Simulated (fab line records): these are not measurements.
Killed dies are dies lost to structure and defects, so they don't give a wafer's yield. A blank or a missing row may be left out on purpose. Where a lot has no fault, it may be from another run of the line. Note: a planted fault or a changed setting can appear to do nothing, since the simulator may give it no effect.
fab line records	flow sky130
record lots=6	wafers=18	last_day=50
route steps=708 shown LDD_N@253 LDD_P@255 LDD_HVN@267 LDD_HVP@278 LDD_LDN@289 PAD_OPEN@708
lots that met no fault: taken from a fault-free run of the same line
start_h: hours from the record's opening day to when the first of the lot's shown wafers began	wait_h: how many hours have passed since the lot's step before this one	" the same as in the row above	L1.1+2: a single row standing in for several wafers	- no value present, or no start provided	* or withheld: withheld	< > ~ a bound
route shown NAME@n: NAME is a module with steps in the file, n the number in the route of the first one	usual: mean/standard deviation of fault-free wafers	same: alike in all rows	chamber/n: place in a boat	sites: the reading at each site	_std_site: the values' standard deviation	_edge_site: outer sites' mean less inner sites'	radius_mm: how far each site lies from the wafer's centre	mask NAME#n: copy n	behind: the tool/chamber that last shaped the wafer	hold: why the lot went on hold/how many hours it stayed there/how the hold came to an end	device: transistor that didn't switch, given as n, p or np	end of line: tests run on the same wafers once the route is complete	for a step that has no rows: nothing shown but its recipe	killed: dies lost to structure and defects at the first sort, not the wafer's yield	map: dies across one wafer; x = killed, . = not, _ = none there
set.NAME: the setting the step ran with; set.NAME@STEP: the setting that earlier step ran with	model.NAME: the simulator's own value behind a step, which no gauge read
lots seen at some steps along the route; tables by step, rows by wafer
services: the hour from which a tool's chamber was out of use, counted from the record's first day as start_h (under 0 if before that day), plus the number of hours and why
## steps
# step SKY_LDD_N_STRIP_16
# recipe chemistry=O2/N2	power_w=1400	pressure_mtorr=1500	platen_temp_c=withheld	o2_flow_sccm=3000	n2_flow_sccm=300	overash_fraction=0.5
# usual drypump_motor_current_A=5.4/0.54	oes_product_au=0.407/0.0044	strip_time_to_endpoint_s=4.319/0.014
lot.wafer	tool	chamber	start_h	wait_h	drypump_motor_current_A	oes_product_au	rf_hours_counter_h	strip_time_to_endpoint_s
L787.1	plasma_asher-02	0	455.70	0.1	5.8	0.406	66	4.324
L787.2	"	1	"	"	6.4	0.416	66	4.325
L787.6	"	0	"	"	5.9	0.405	-	4.327
L794.1	plasma_asher-04	0	495.02	0.1	5.7	0.411	5	4.303
L794.2	"	1	"	"	5.2	0.407	5	4.310
L794.4	"	1	"	"	5.2	0.414	-	4.298
L793.1	plasma_asher-04	1	495.97	0.1	5.2	0.411	5	4.333
L793.2	"	0	"	"	5.7	0.406	5	4.334
L793.6	"	1	"	"	5.2	0.408	-	4.333
L802.2	plasma_asher-03	1	557.68	0.1	4.9	0.406	40	4.304
L802.4	"	1	"	"	4.9	0.404	-	4.290
L802.5	"	0	"	"	4.9	0.409	-	4.309
L803.2	plasma_asher-02	1	564.68	0.1	6.4	0.409	77	4.332
L803.5	"	1	"	"	6.4	0.412	-	4.334
L803.6	"	0	"	"	5.8	0.401	-	4.333
L805.2	plasma_asher-02	1	587.16	0.1	6.4	0.400	79	4.317
L805.4	"	1	"	"	6.4	0.402	-	4.307
L805.5	"	0	"	"	5.9	0.404	-	4.305
# step SKY_LDD_N_TW_MEAS_17
# usual LDD_N_TW=2597/14
lot.wafer	tool	chamber	start_h	wait_h	LDD_N_TW
L787.1	film_metro-04	-	455.80	0.1	2629
L787.2	"	-	"	"	2624
L787.6	"	-	"	"	2619
L794.1	film_metro-01	-	495.12	0.1	2582
L794.2	"	-	"	"	2602
L794.4	"	-	"	"	2593
L793.1	film_metro-03	-	496.07	0.1	2582
L793.2	"	-	"	"	2590
L793.6	"	-	"	"	2595
L802.2	film_metro-03	-	557.79	0.1	2597
L802.4	"	-	"	"	2585
L802.5	"	-	"	"	2582
L803.2	film_metro-04	-	564.79	0.1	2627
L803.5	"	-	"	"	2616
L803.6	"	-	"	"	2615
L805.2	film_metro-04	-	587.27	0.1	2622
L805.4	"	-	"	"	2609
L805.5	"	-	"	"	2625
# step SKY_LDD_P_DEHYDRATE_00
# recipe temp_c=200	time_s=60
# step SKY_LDD_P_HMDS_01
# recipe prime_time_s=60	prime_temp_c=120
# step SKY_LDD_P_COAT_02
# recipe resist=NOVOLAK	spin_rpm=3000	resist_thk_nm=1140
# step SKY_LDD_P_SOFTBAKE_03
# recipe temp_c=90	time_s=62.37	resist=NOVOLAK
# usual exhaust_pa=45.0/0.87	plate_sensor_t_centre_C=90.758/0.0088	plate_sensor_t_edge_C=90.829/0.0091
lot.wafer	tool	chamber	start_h	wait_h	exhaust_pa	plate_sensor_t_centre_C	plate_sensor_t_edge_C
L787.1	litho_track-03	0	470.86	0.1	45.5	90.757	90.837
L787.2	"	0	"	"	44.5	90.758	90.827
L787.6	"	0	"	"	44.7	90.764	90.824
L794.1	litho_track-01	0	510.22	0.1	44.5	90.759	90.84
L794.2	"	0	"	"	45.2	90.772	90.84
L794.4	"	0	"	"	44.9	90.767	90.833
L793.1	litho_track-01	0	511.42	0.1	46.5	90.744	90.836
L793.2	"	0	"	"	45.3	90.779	90.814
L793.6	"	0	"	"	46.8	90.748	90.818
L802.2	litho_track-01	0	572.34	0.1	45.7	90.751	90.825
L802.4	"	0	"	"	44.4	90.772	90.828
L802.5	"	0	"	"	45.2	90.746	90.833
L803.2	litho_track-04	0	579.60	0.1	44.2	90.744	90.826
L803.5	"	0	"	"	44.4	90.766	90.824
L803.6	"	0	"	"	45.3	90.764	90.829
L805.2	litho_track-04	0	602.35	0.1	45.8	90.758	90.836
L805.4	"	0	"	"	46.1	90.76	90.84
L805.5	"	0	"	"	46.2	90.76	90.838
# step SKY_LDD_P_EXPOSE_04
# recipe mask_id=PSDM	na=0.6	source_shape=conventional	sigma_outer=0.6	polarization=unpolarized	target_cd_nm=380	dose_mj=138
# step SKY_LDD_P_PEB_05
# recipe temp_c=withheld	time_s=*	resist=NOVOLAK
# step SKY_LDD_P_DEVELOP_06
# recipe resist=NOVOLAK	developer=TMAH	develop_time_s=60	dev_temp_c=23
# step SKY_LDD_P_CD_MEAS_07
# recipe target_cd_nm=380
# usual cd_nm=380.2/2.8
lot.wafer	tool	chamber	start_h	wait_h	cd_nm
L787.1	cd_sem-02	-	486.78	0.1	384.3
L787.2	"	-	"	"	382.5
L787.6	"	-	"	"	384.0
L794.1	cd_sem-02	-	525.58	0.1	378.7
L794.2	"	-	"	"	377.5
L794.4	"	-	"	"	377.2
L793.1	cd_sem-01	-	526.79	0.2	382.4
L793.2	"	-	"	"	381.3
L793.6	"	-	"	"	381.8
L802.2	cd_sem-01	-	586.73	0.1	377.8
L802.4	"	-	"	"	377.0
L802.5	"	-	"	"	377.6
L803.2	cd_sem-02	-	594.64	0.1	380.1
L803.5	"	-	"	"	377.7
L803.6	"	-	"	"	379.4
L805.2	cd_sem-02	-	616.99	0.1	381.2
L805.4	"	-	"	"	377.6
L805.5	"	-	"	"	381.8
# step SKY_LDD_P_OVL_MEAS_08
# usual LDD_P_OVL=-0.3/1.2
lot.wafer	tool	chamber	start_h	wait_h	LDD_P_OVL[nm]
L787.1	overlay-02	-	486.90	0.1	-1.5
L787.2	"	-	"	"	-1.4
L787.6	"	-	"	"	-0.6
L794.1	overlay-01	-	525.70	0.1	-1.4
L794.2	"	-	"	"	-0.5
L794.4	"	-	"	"	0.3
L793.1	overlay-01	-	526.91	0.1	-1.1
L793.2	"	-	"	"	0.3
L793.6	"	-	"	"	1.1
L802.2	overlay-02	-	586.84	0.1	0.0
L802.4	"	-	"	"	-1.5
L802.5	"	-	"	"	-0.5
L803.2	overlay-02	-	594.74	0.1	-0.9
L803.5	"	-	"	"	-0.3
L803.6	"	-	"	"	0.2
L805.2	overlay-02	-	617.09	0.1	-1.7
L805.4	"	-	"	"	-3.1
L805.5	"	-	"	"	-1.9
# step SKY_LDD_P_IMPLANT_09
# recipe species=BF2	energy_kev=25	dose_cm2=1e+13	tilt_deg=withheld
# step SKY_LDD_P_STRIP_10
# recipe chemistry=O2/N2	power_w=1400	pressure_mtorr=1500	platen_temp_c=withheld	o2_flow_sccm=3000	n2_flow_sccm=300	overash_fraction=0.5
# usual drypump_motor_current_A=5.2/0.44	oes_product_au=0.716/0.0044	strip_time_to_endpoint_s=14.18/0.031
lot.wafer	tool	chamber	start_h	wait_h	drypump_motor_current_A	oes_product_au	rf_hours_counter_h	strip_time_to_endpoint_s
L787.1	plasma_asher-04	0	487.09	0.1	5.7	0.713	4	14.23
L787.2	"	1	"	"	5.2	0.712	4	14.21
L787.6	"	1	"	"	5.2	0.710	-	14.23
L794.1	plasma_asher-03	0	525.89	0.1	4.9	0.717	37	14.17
L794.2	"	1	"	"	4.9	0.718	37	14.13
L794.4	"	0	"	"	4.9	0.731	-	14.17
L793.1	plasma_asher-03	0	527.09	0.1	4.9	0.718	37	14.19
L793.2	"	1	"	"	4.9	0.717	37	14.16
L793.6	"	0	"	"	4.9	0.713	-	14.11
L802.2	plasma_asher-01	1	587.02	0.1	4.9	0.718	89	14.24
L802.4	"	0	"	"	6.0	0.712	-	14.17
L802.5	"	1	"	"	4.9	0.718	-	14.22
L803.2	plasma_asher-03	1	594.92	0.1	4.9	0.713	44	14.21
L803.5	"	1	"	"	4.9	0.718	-	14.19
L803.6	"	0	"	"	4.9	0.712	-	14.21
L805.2	plasma_asher-01	1	617.27	0.1	5.0	0.719	92	14.14
L805.4	"	0	"	"	6.1	0.716	-	14.15
L805.5	"	1	"	"	4.9	0.715	-	14.13
# step SKY_LDD_P_TW_MEAS_11
# usual LDD_P_TW=640/3.2
lot.wafer	tool	chamber	start_h	wait_h	LDD_P_TW
L787.1	film_metro-02	-	487.19	0.1	641
L787.2	"	-	"	"	637
L787.6	"	-	"	"	641
L794.1	film_metro-04	-	525.98	0.1	642
L794.2	"	-	"	"	641
L794.4	"	-	"	"	641
L793.1	film_metro-02	-	527.19	0.1	640
L793.2	"	-	"	"	643
L793.6	"	-	"	"	640
L802.2	film_metro-02	-	587.13	0.1	641
L802.4	"	-	"	"	640
L802.5	"	-	"	"	641
L803.2	film_metro-03	-	595.03	0.1	639
L803.5	"	-	"	"	641
L803.6	"	-	"	"	634
L805.2	film_metro-02	-	617.38	0.1	633
L805.4	"	-	"	"	636
L805.5	"	-	"	"	639
# step SKY_LDD_HVN_DEHYDRATE_00
# recipe temp_c=200	time_s=60
# step SKY_LDD_HVN_HMDS_01
# recipe prime_time_s=60	prime_temp_c=120
# step SKY_LDD_HVN_COAT_02
# recipe resist=NOVOLAK	spin_rpm=3000	resist_thk_nm=300
# step SKY_LDD_HVN_SOFTBAKE_03
# recipe temp_c=90	time_s=60	resist=NOVOLAK
# step SKY_LDD_HVN_EXPOSE_04
# recipe mask_id=HVNTM	na=0.6	source_shape=conventional	sigma_outer=0.6	polarization=unpolarized	target_cd_nm=700	dose_mj=127
# step SKY_LDD_HVN_PEB_05
# recipe temp_c=withheld	time_s=*	resist=NOVOLAK
# step SKY_LDD_HVN_DEVELOP_06
# recipe resist=NOVOLAK	developer=TMAH	develop_time_s=60	dev_temp_c=23
# step SKY_LDD_HVN_OVL_MEAS_07
# usual LDD_HVN_OVL=0.2/1.2
lot.wafer	tool	chamber	start_h	wait_h	LDD_HVN_OVL[nm]
L787.1	overlay-01	-	517.57	0.1	0.7
L787.2	"	-	"	"	1.3
L787.6	"	-	"	"	-0.6
L794.1	overlay-01	-	556.03	0.1	1.0
L794.2	"	-	"	"	1.2
L794.4	"	-	"	"	0.0
L793.1	overlay-01	-	557.09	0.1	1.6
L793.2	"	-	"	"	1.6
L793.6	"	-	"	"	1.9
L802.2	overlay-01	-	616.58	0.1	1.8
L802.4	"	-	"	"	2.3
L802.5	"	-	"	"	0.6
L803.2	overlay-02	-	624.82	0.1	-1.2
L803.5	"	-	"	"	-0.4
L803.6	"	-	"	"	0.3
L805.2	overlay-01	-	645.75	0.1	1.5
L805.4	"	-	"	"	1.9
L805.5	"	-	"	"	-0.8
# step SKY_LDD_HVN_IMPLANT_08
# recipe species=P	energy_kev=60	dose_cm2=3.073e+13	tilt_deg=40
# step SKY_LDD_HVN_STRIP_09
# recipe chemistry=O2/N2	power_w=1400	pressure_mtorr=1500	platen_temp_c=withheld	o2_flow_sccm=3000	n2_flow_sccm=300	overash_fraction=0.5
# usual drypump_motor_current_A=5.8/0.49	oes_product_au=0.408/0.0048	strip_time_to_endpoint_s=4.139/0.013
lot.wafer	tool	chamber	start_h	wait_h	drypump_motor_current_A	oes_product_au	rf_hours_counter_h	strip_time_to_endpoint_s
L787.1	plasma_asher-01	0	517.75	0.1	6.0	0.405	82	4.134
L787.2	"	1	"	"	4.9	0.407	82	4.137
L787.6	"	1	"	"	4.9	0.410	-	4.145
L794.1	plasma_asher-02	1	556.21	0.1	6.4	0.402	76	4.125
L794.2	"	0	"	"	5.8	0.407	76	4.118
L794.4	"	1	"	"	6.4	0.406	-	4.156
L793.1	plasma_asher-04	0	557.28	0.1	5.7	0.403	11	4.149
L793.2	"	1	"	"	5.2	0.417	11	4.133
L793.6	"	1	"	"	5.2	0.404	-	4.143
L802.2	plasma_asher-02	1	616.76	0.1	6.4	0.398	83	4.140
L802.4	"	0	"	"	5.8	0.411	-	4.123
L802.5	"	1	"	"	6.4	0.410	-	4.134
L803.2	plasma_asher-02	1	625.00	0.1	6.4	0.404	83	4.128
L803.5	"	1	"	"	6.4	0.405	-	4.140
L803.6	"	0	"	"	5.8	0.408	-	4.127
L805.2	plasma_asher-01	0	645.93	0.1	6.0	0.409	95	4.171
L805.4	"	0	"	"	6.0	0.401	-	4.123
L805.5	"	0	"	"	6.0	0.412	-	4.134
# step SKY_LDD_HVN_TW_MEAS_10
# usual LDD_HVN_TW=1457/8.3
lot.wafer	tool	chamber	start_h	wait_h	LDD_HVN_TW
L787.1	film_metro-01	-	517.85	0.1	1449
L787.2	"	-	"	"	1443
L787.6	"	-	"	"	1450
L794.1	film_metro-01	-	556.31	0.1	1461
L794.2	"	-	"	"	1455
L794.4	"	-	"	"	1457
L793.1	film_metro-02	-	557.38	0.1	1468
L793.2	"	-	"	"	1467
L793.6	"	-	"	"	1457
L802.2	film_metro-04	-	616.87	0.1	1453
L802.4	"	-	"	"	1452
L802.5	"	-	"	"	1459
L803.2	film_metro-04	-	625.11	0.1	1462
L803.5	"	-	"	"	1457
L803.6	"	-	"	"	1463
L805.2	film_metro-01	-	646.04	0.1	1453
L805.4	"	-	"	"	1450
L805.5	"	-	"	"	1459
# step SKY_LDD_HVP_DEHYDRATE_00
# recipe temp_c=200	time_s=60
# step SKY_LDD_HVP_HMDS_01
# recipe prime_time_s=60	prime_temp_c=120
# step SKY_LDD_HVP_COAT_02
# recipe resist=NOVOLAK	spin_rpm=3000	resist_thk_nm=300
# step SKY_LDD_HVP_SOFTBAKE_03
# recipe temp_c=90	time_s=60	resist=NOVOLAK
# step SKY_LDD_HVP_EXPOSE_04
# recipe mask_id=HVPTM	na=0.6	source_shape=conventional	sigma_outer=0.6	polarization=unpolarized	target_cd_nm=700	dose_mj=86
# step SKY_LDD_HVP_PEB_05
# recipe temp_c=withheld	time_s=*	resist=NOVOLAK
# step SKY_LDD_HVP_DEVELOP_06
# recipe resist=NOVOLAK	developer=TMAH	develop_time_s=60	dev_temp_c=23
# step SKY_LDD_HVP_OVL_MEAS_07
# usual LDD_HVP_OVL=1.0/1.5
lot.wafer	tool	chamber	start_h	wait_h	LDD_HVP_OVL[nm]
L787.1	overlay-01	-	548.36	0.1	3.8
L787.2	"	-	"	"	1.6
L787.6	"	-	"	"	1.5
L794.1	overlay-01	-	584.91	0.1	1.1
L794.2	"	-	"	"	-1.0
L794.4	"	-	"	"	1.7
L793.1	overlay-01	-	586.62	0.1	2.0
L793.2	"	-	"	"	4.6
L793.6	"	-	"	"	5.9
L802.2	overlay-01	-	645.45	0.1	1.8
L802.4	"	-	"	"	1.0
L802.5	"	-	"	"	-0.2
L803.2	overlay-01	-	653.05	0.1	1.2
L803.5	"	-	"	"	2.5
L803.6	"	-	"	"	3.3
L805.2	overlay-01	-	674.72	0.1	-0.4
L805.4	"	-	"	"	1.6
L805.5	"	-	"	"	0.6
# step SKY_LDD_HVP_IMPLANT_08
# recipe species=B	energy_kev=20	dose_cm2=1.7e+13	tilt_deg=17.9
# step SKY_LDD_HVP_STRIP_09
# recipe chemistry=O2/N2	power_w=1400	pressure_mtorr=1500	platen_temp_c=withheld	o2_flow_sccm=3000	n2_flow_sccm=300	overash_fraction=0.5
# usual drypump_motor_current_A=5.5/0.59	oes_product_au=0.409/0.0045	strip_time_to_endpoint_s=4.138/0.016
lot.wafer	tool	chamber	start_h	wait_h	drypump_motor_current_A	oes_product_au	rf_hours_counter_h	strip_time_to_endpoint_s
L787.1	plasma_asher-03	1	548.55	0.1	4.9	0.409	40	4.127
L787.2	"	0	"	"	4.9	0.414	40	4.128
L787.6	"	0	"	"	4.9	0.407	-	4.145
L794.1	plasma_asher-02	0	585.10	0.1	5.8	0.402	79	4.131
L794.2	"	1	"	"	6.4	0.407	79	4.109
L794.4	"	0	"	"	5.8	0.403	-	4.130
L793.1	plasma_asher-03	0	586.80	0.1	4.9	0.415	43	4.128
L793.2	"	1	"	"	4.9	0.411	43	4.129
L793.6	"	0	"	"	4.9	0.412	-	4.144
L802.2	plasma_asher-01	0	645.63	0.1	6.0	0.407	95	4.129
L802.4	"	0	"	"	6.0	0.413	-	4.135
L802.5	"	0	"	"	6.0	0.405	-	4.114
L803.2	plasma_asher-01	0	653.23	0.1	6.0	0.412	95	4.140
L803.5	"	0	"	"	6.0	0.411	-	4.132
L803.6	"	1	"	"	4.9	0.412	-	4.125
L805.2	plasma_asher-02	0	674.90	0.1	5.8	0.409	88	4.154
L805.4	"	1	"	"	6.4	0.411	-	4.149
L805.5	"	1	"	"	6.4	0.415	-	4.145
# step SKY_LDD_HVP_TW_MEAS_10
# usual LDD_HVP_TW=457.7/2.3
lot.wafer	tool	chamber	start_h	wait_h	LDD_HVP_TW
L787.1	film_metro-03	-	548.65	0.1	457.5
L787.2	"	-	"	"	456.0
L787.6	"	-	"	"	454.4
L794.1	film_metro-01	-	585.20	0.1	463.0
L794.2	"	-	"	"	460.4
L794.4	"	-	"	"	458.4
L793.1	film_metro-03	-	586.90	0.1	457.6
L793.2	"	-	"	"	458.3
L793.6	"	-	"	"	452.2
L802.2	film_metro-03	-	645.74	0.1	457.5
L802.4	"	-	"	"	457.7
L802.5	"	-	"	"	458.5
L803.2	film_metro-01	-	653.34	0.1	454.7
L803.5	"	-	"	"	454.4
L803.6	"	-	"	"	455.6
L805.2	film_metro-03	-	675.01	0.1	456.5
L805.4	"	-	"	"	454.2
L805.5	"	-	"	"	453.9
# step SKY_LDD_LDN_DEHYDRATE_00
# recipe temp_c=200	time_s=60
# step SKY_LDD_LDN_HMDS_01
# recipe prime_time_s=60	prime_temp_c=120
# step SKY_LDD_LDN_COAT_02
# recipe resist=NOVOLAK	spin_rpm=3000	resist_thk_nm=1140
# step SKY_LDD_LDN_SOFTBAKE_03
# recipe temp_c=90	time_s=60	resist=NOVOLAK
# step SKY_LDD_LDN_EXPOSE_04
# recipe mask_id=LDNTM	na=0.6	source_shape=conventional	sigma_outer=0.6	polarization=unpolarized	target_cd_nm=700	dose_mj=140
# step SKY_LDD_LDN_PEB_05
# recipe temp_c=withheld	time_s=*	resist=NOVOLAK
# step SKY_PAD_OPEN_PROBE_99
# usual killed_at_M0_to_M3=44/7.2	killed_at_M4_up=3.2/1.8	killed_at_contacts=24/5.4	killed_at_front_end=15/4	killed_at_other=0.3/0.56	killed_dies=87/9.2	killed_open=47/7.3	killed_short=39/5.7
# same gross_dies=492	killed_at_back_side=0
lot.wafer	tool	chamber	start_h	wait_h	hold	killed_at_M0_to_M3	killed_at_M4_up	killed_at_contacts	killed_at_front_end	killed_at_other	killed_dies	killed_open	killed_short
L787.1	prober-01	-	1113.09	0.1	-	38	4	25	17	0	84	43	41
L787.2	prober-01	-	1113.14	0.1	-	47	1	32	18	0	98	56	41
L787.6	prober-01	-	1113.34	0.2	-	48	3	20	15	0	86	51	35
L794.1	prober-01	-	1138.25	0.1	await_dispo/9.0h/release	39	3	25	59	1	127	41	41
L794.2	prober-01	-	1138.30	0.1	await_dispo/9.0h/release	47	0	24	18	0	89	43	46
L794.4	prober-01	-	1138.40	0.2	await_dispo/9.0h/release	47	5	17	60	0	129	40	39
L793.1	prober-02	-	1139.66	0.1	await_dispo/3.1h/release	48	2	25	60	0	135	53	36
L793.2	prober-02	-	1139.71	0.1	await_dispo/3.1h/release	44	3	18	20	1	86	44	42
L793.6	prober-02	-	1139.91	0.2	await_dispo/3.1h/release	40	4	37	61	0	142	46	47
L802.2	prober-02	-	1173.82	0.1	-	48	2	25	12	0	87	53	34
L802.4	prober-02	-	1173.92	0.2	-	41	1	19	18	0	79	40	39
L802.5	prober-02	-	1173.97	0.2	-	50	3	27	10	0	90	46	44
L803.2	prober-01	-	1178.56	0.1	-	38	0	29	13	1	81	50	31
L803.5	prober-01	-	1178.71	0.2	-	55	4	31	10	0	100	61	39
L803.6	prober-01	-	1178.76	0.2	-	49	0	27	11	0	87	58	29
L805.2	prober-01	-	1190.98	0.1	-	55	1	33	8	0	97	59	38
L805.4	prober-01	-	1191.08	0.2	-	54	1	29	16	0	100	64	36
L805.5	prober-01	-	1191.13	0.2	-	48	4	34	15	0	101	61	40
# killed by level:class
L787.1 CONTACT:geometric_particle:open=9 METAL2:geometric_particle:short=9 LI_CONTACT:geometric_particle:open=8 VIA1:geometric_particle:open=8 METAL1:geometric_particle:short=6 FIELD_ISO:geometric_particle:short=5 POLY_GATE:geometric_particle:open=5 CONTACT:geometric_particle:short=4
L787.2 CONTACT:geometric_particle:open=11 VIA1:geometric_particle:open=9 VIA2:geometric_particle:open=9 LI_CONTACT:geometric_particle:open=8 FIELD_ISO:geometric_particle:short=7 LI_CONTACT:geometric_particle:short=5 VIA1:geometric_particle:short=5 METAL1:geometric_particle:short=4
L787.6 VIA1:geometric_particle:open=11 CONTACT:geometric_particle:open=9 FIELD_ISO:geometric_particle:open=7 VIA3:geometric_particle:open=7 VIA1:geometric_particle:short=6 VIA2:geometric_particle:open=5 LOCAL_INTERCONNECT:geometric_particle:short=4 METAL1:geometric_particle:short=4
L794.1 LDD_P:unspecified=45 METAL2:geometric_particle:short=9 CONTACT:geometric_particle:open=9 METAL1:geometric_particle:short=7 LI_CONTACT:geometric_particle:open=7 VIA2:geometric_particle:open=6 FIELD_ISO:geometric_particle:short=5 CONTACT:geometric_particle:short=5
L794.2 METAL2:geometric_particle:short=14 VIA1:geometric_particle:open=12 LI_CONTACT:geometric_particle:open=10 FIELD_ISO:geometric_particle:short=8 CONTACT:geometric_particle:short=6 VIA3:geometric_particle:open=6 FIELD_ISO:geometric_particle:open=5 CONTACT:geometric_particle:open=4
L794.4 LDD_P:unspecified=50 METAL1:geometric_particle:short=7 VIA1:geometric_particle:open=7 CONTACT:geometric_particle:open=6 VIA3:geometric_particle:open=6 METAL2:geometric_particle:short=5 VIA2:geometric_particle:short=5 FIELD_ISO:geometric_particle:short=4
L793.1 LDD_P:unspecified=46 CONTACT:geometric_particle:open=10 VIA2:geometric_particle:open=10 VIA1:geometric_particle:open=10 METAL2:geometric_particle:short=7 FIELD_ISO:geometric_particle:open=6 CONTACT:geometric_particle:short=6 LOCAL_INTERCONNECT:geometric_particle:short=4
L793.2 VIA1:geometric_particle:open=13 CONTACT:geometric_particle:open=8 VIA3:geometric_particle:open=8 FIELD_ISO:geometric_particle:short=7 VIA2:geometric_particle:open=6 POLY_GATE:geometric_particle:short=4 POLY_GATE:geometric_particle:open=4 CONTACT:geometric_particle:short=4
L793.6 LDD_P:unspecified=49 CONTACT:geometric_particle:open=13 LOCAL_INTERCONNECT:geometric_particle:short=8 VIA1:geometric_particle:short=7 LI_CONTACT:geometric_particle:open=7 CONTACT:geometric_particle:short=7 VIA1:geometric_particle:open=6 VIA2:geometric_particle:short=4
L802.2 VIA1:geometric_particle:open=14 CONTACT:geometric_particle:open=10 FIELD_ISO:geometric_particle:open=6 CONTACT:geometric_particle:short=6 VIA1:geometric_particle:short=6 VIA3:geometric_particle:open=6 LI_CONTACT:geometric_particle:open=5 VIA2:geometric_particle:open=5
L802.4 VIA1:geometric_particle:short=8 CONTACT:geometric_particle:open=8 VIA2:geometric_particle:open=7 CONTACT:geometric_particle:short=6 POLY_GATE:geometric_particle:open=5 VIA1:geometric_particle:open=5 METAL2:geometric_particle:short=5 VIA3:geometric_particle:open=5
L802.5 VIA2:geometric_particle:open=11 VIA1:geometric_particle:open=9 CONTACT:geometric_particle:short=7 VIA3:geometric_particle:open=7 LOCAL_INTERCONNECT:geometric_particle:short=6 CONTACT:geometric_particle:open=6 METAL1:geometric_particle:short=5 LI_CONTACT:geometric_particle:open=4
L803.2 CONTACT:geometric_particle:open=10 VIA1:geometric_particle:open=10 VIA3:geometric_particle:open=9 LI_CONTACT:geometric_particle:open=7 CONTACT:geometric_particle:short=6 METAL2:geometric_particle:short=6 LI_CONTACT:geometric_particle:short=5 FIELD_ISO:geometric_particle:open=4
L803.5 VIA1:geometric_particle:open=15 CONTACT:geometric_particle:open=12 VIA2:geometric_particle:open=12 VIA3:geometric_particle:open=8 LI_CONTACT:geometric_particle:short=6 CONTACT:geometric_particle:short=6 METAL1:geometric_particle:short=6 LI_CONTACT:geometric_particle:open=4
L803.6 VIA1:geometric_particle:open=16 LI_CONTACT:geometric_particle:open=10 CONTACT:geometric_particle:open=10 VIA3:geometric_particle:open=7 VIA1:geometric_particle:short=5 VIA2:geometric_particle:open=5 FIELD_ISO:geometric_particle:open=4 METAL2:geometric_particle:short=4
L805.2 VIA1:geometric_particle:open=19 CONTACT:geometric_particle:open=11 LI_CONTACT:geometric_particle:open=9 VIA3:geometric_particle:open=8 METAL2:geometric_particle:short=6 VIA2:geometric_particle:open=5 LI_CONTACT:geometric_particle:short=5 LOCAL_INTERCONNECT:geometric_particle:short=5
L805.4 VIA1:geometric_particle:open=17 CONTACT:geometric_particle:open=13 METAL2:geometric_particle:short=10 LI_CONTACT:geometric_particle:open=9 VIA3:geometric_particle:open=6 CONTACT:geometric_particle:short=5 METAL1:geometric_particle:short=5 VIA2:geometric_particle:open=5
L805.5 VIA1:geometric_particle:open=15 CONTACT:geometric_particle:open=14 VIA2:geometric_particle:open=9 LOCAL_INTERCONNECT:geometric_particle:short=8 LI_CONTACT:geometric_particle:open=5 METAL2:geometric_particle:short=5 FIELD_ISO:geometric_particle:open=3 SPACER:geometric_particle:open=3
# map L793.6 (x killed, . not)
__________x.x......._________
________...........x.._______
______..x..............._____
_____.x..x....x.x....xxxx____
____..................x...___
___.x...x..................__
__..........x....x...x..x..._
_........xxxxx....x..........
_..xx..........x.x....x.....x
_.....xxx...xxx....x..xx....x
_.x.xxxxxx......xxx......xx..
_xxxxxxxxxx.........x.x.x....
_xxxxxxxxxx.x......x......xxx
_..xxxxxxxxxx......x..x....xx
_xx.xxxxxxxx....x............
__.xxxxxxx..x.....x....x.x.._
___x.x.xxx.................__
____.x.x..xx....x.xx......___
_____...x........x.......____
______......x.xxxx....x._____
________.....x........_______
__________xx.x..x..._________
# map L794.4 (x killed, . not)
__________xxx.....x._________
________....x.....x.x._______
______..x....xx...x.x..._____
_____..x........x...x.xx.____
____..........x.....x...x.___
___........x...............__
__....x...........x....x..x._
_.......x.....x........xx.x..
_..x.x....x..................
_........x..x.....x...x...x.x
_....xx.xx.xxx...xxx....x....
_..xxxxxx.xx...x...x...x.....
_.xxxxxxxxxx.x..x............
_xx.xxxxxxx.x...x.........x..
_..xxxxxxxxxx....x..x.......x
__x.xxxxxxx...........x.x..x_
___..xxxx.......x..x.....x.__
____.x..x.xx..x........x..___
_____...........x.....x..____
______.........x...x...._____
________x.x........x.._______
__________.........._________
## services
tool	chamber	start_h	hours	kind
plasma_asher-01	-	437.62	14.6	pm
plasma_asher-04	-	451.88	13.1	repair
plasma_asher-03	-	453.11	4.3	pm
plasma_asher-04	-	468.82	4.3	repair
litho_track-03	-	493.54	-	consumable_replace:filter
plasma_asher-04	-	603.16	1.8	repair
plasma_asher-02	-	625.30	2.4	repair
## key
first_sign step=SKY_PAD_OPEN_PROBE_99	reading=killed_at_front_end	direction=up	sigmas=11	usual=15	struck=60
effect step=SKY_PAD_OPEN_PROBE_99	reading=killed_dies	direction=up	sigmas=5	usual=87	struck=133
met_at SKY_LDD_P_STRIP_10
struck_wafers L793.1,L793.6,L794.1,L794.4
tester_left_out L793,L794
fault kind=chamber_particle_source	tool=plasma_asher-03	chamber=0	onset_h=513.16	steps=SKY_LDD_P_STRIP_10	rate_per_visit_cm2=0.58323	end_h=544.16
# tester_left_out: of these lots the tester's yield and bins aren't shown, on N5 and GAA mostly nor the transistor test; their killed dies are dies lost to structure and defects alone, not to doping, threshold or leakage, so they don't give the yield
